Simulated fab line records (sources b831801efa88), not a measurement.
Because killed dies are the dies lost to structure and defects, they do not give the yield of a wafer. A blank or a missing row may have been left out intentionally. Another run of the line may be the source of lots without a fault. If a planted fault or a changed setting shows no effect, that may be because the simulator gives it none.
Struck lot and sound lot, side by side / flow sfq line / 14 steps out of a route of 325
Sound: the wafers L391.4, L391.5, L391.6. Wafers struck: L378.3, L378.5, L378.6. The cause is named last.
Per side, at each step with rows, come the tool, then ch with its chambers, and then its first start. Under that, the readings that differ: sound wafers / struck wafers / difference of the means / sigmas: that difference in standard deviations of wafers without a fault.
alike: readings whose means differ by less than 2 such deviations, and words and numbers that are the same on both sides. not compared: withheld readings, readings that some wafer has no value for, bounds like >300 that may hide the same value, and numbers for which the record gives no deviation and whose values overlap.
The two part at a step that has a row with sigmas, a row that says differs or no value, or rows on one side only. When numbers do not overlap yet have no deviation, they are printed without sigmas and do not part them. A reading missing from all wafers of one side parts the sides only when that side holds two or more wafers.

SFQ_TRILAYER_M4_BARC_OPEN_METAL_ETCH_123: etches BARC in O2, target depth 125 nm, time 41.7 s.
  sound on rie metal-01 ch 0,1, day 50 06:35; struck on rie metal-01 ch 0,1, day 44 02:19
  alike: drypump motor current A, oes product au, rf fwd power W
  not compared: rf hours counter h
SFQ_TRILAYER_M4_ETCH_METAL_ETCH_096: etches Nb in Cl2/Ar, stops on SiO2, target depth 240 nm, time 120 s.
  sound on rie metal-01 ch 0,1, day 50 06:40; struck on rie metal-01 ch 0,1, day 44 02:23
  alike: drypump motor current A, oes product au, rf fwd power W
  not compared: rf hours counter h
SFQ_TRILAYER_M4_STRIP_STRIP_097: strips in O2.
  sound on rie metal-01 ch 0,1, day 50 06:57; struck on rie metal-01 ch 0,1, day 44 02:40
  alike: drypump motor current A, oes product au
  not compared: rf hours counter h
then, 2 steps without rows for these wafers: SFQ_TRILAYER_M4_STRIP_SOLV_CLEAN_098 (cleans in NMP, time 600 s); SFQ_TRILAYER_I4_DEP_PECVD_099 (deposits SiO2 from SiH4/N2O, time 111.11 s, target thk 500 nm).
SFQ_TRILAYER_I4_CMP_CMP_100: polishes SiO2.
  sound on cmp-01 ch 0,1,2, day 50 14:36; struck on cmp-01 ch 0,1,3, day 44 09:30
reading=time to endpoint s (s); sound=209 207 197; struck=222 225 228; difference=+21; sigmas=+3
  alike: motor current A, platen rpm
SFQ_I4_BOW_MEAS_927:
  sound on film metro-03 at day 50 16:10; struck on film metro-01 at day 44 11:02
  alike: I4_BOW
SFQ_TRILAYER_I4_METRO_MEASURE_101:
  sound on film metro-03 at day 50 16:49; struck on film metro-01 at day 44 11:31
  alike: thk nm
then, 4 steps without rows for these wafers: SFQ_TRILAYER_I4_VIA_LITHO_COAT_108 (resist thk 62 nm); SFQ_TRILAYER_I4_VIA_LITHO_COAT_103 (resist thk 650 nm); SFQ_TRILAYER_I4_VIA_LITHO_SOFTBAKE_107; SFQ_TRILAYER_I4_VIA_LITHO_EXPOSE_104 (exposes mask I4, target cd 700 nm).
SFQ_TRILAYER_I4_VIA_LITHO_PEB_106: peb time 60 s.
  struck on litho track-03, day 44 14:27; sound on litho track-02 ch 0, day 55 01:48
  no value came back on the struck wafers for chill plate temp C (C), exhaust pa (Pa), resist line temp C (C); on the sound wafers chill plate temp C (C) reads 23.00 22.88 22.93
then, 1 step without rows for these wafers: SFQ_TRILAYER_I4_VIA_LITHO_DEVELOP_105 (time 60 s).

## WHERE THEY PART
Earliest at SFQ_TRILAYER_I4_CMP_CMP_100; latest, in this record, at SFQ_TRILAYER_I4_VIA_LITHO_PEB_106.

WHY: the cause the simulator had injected
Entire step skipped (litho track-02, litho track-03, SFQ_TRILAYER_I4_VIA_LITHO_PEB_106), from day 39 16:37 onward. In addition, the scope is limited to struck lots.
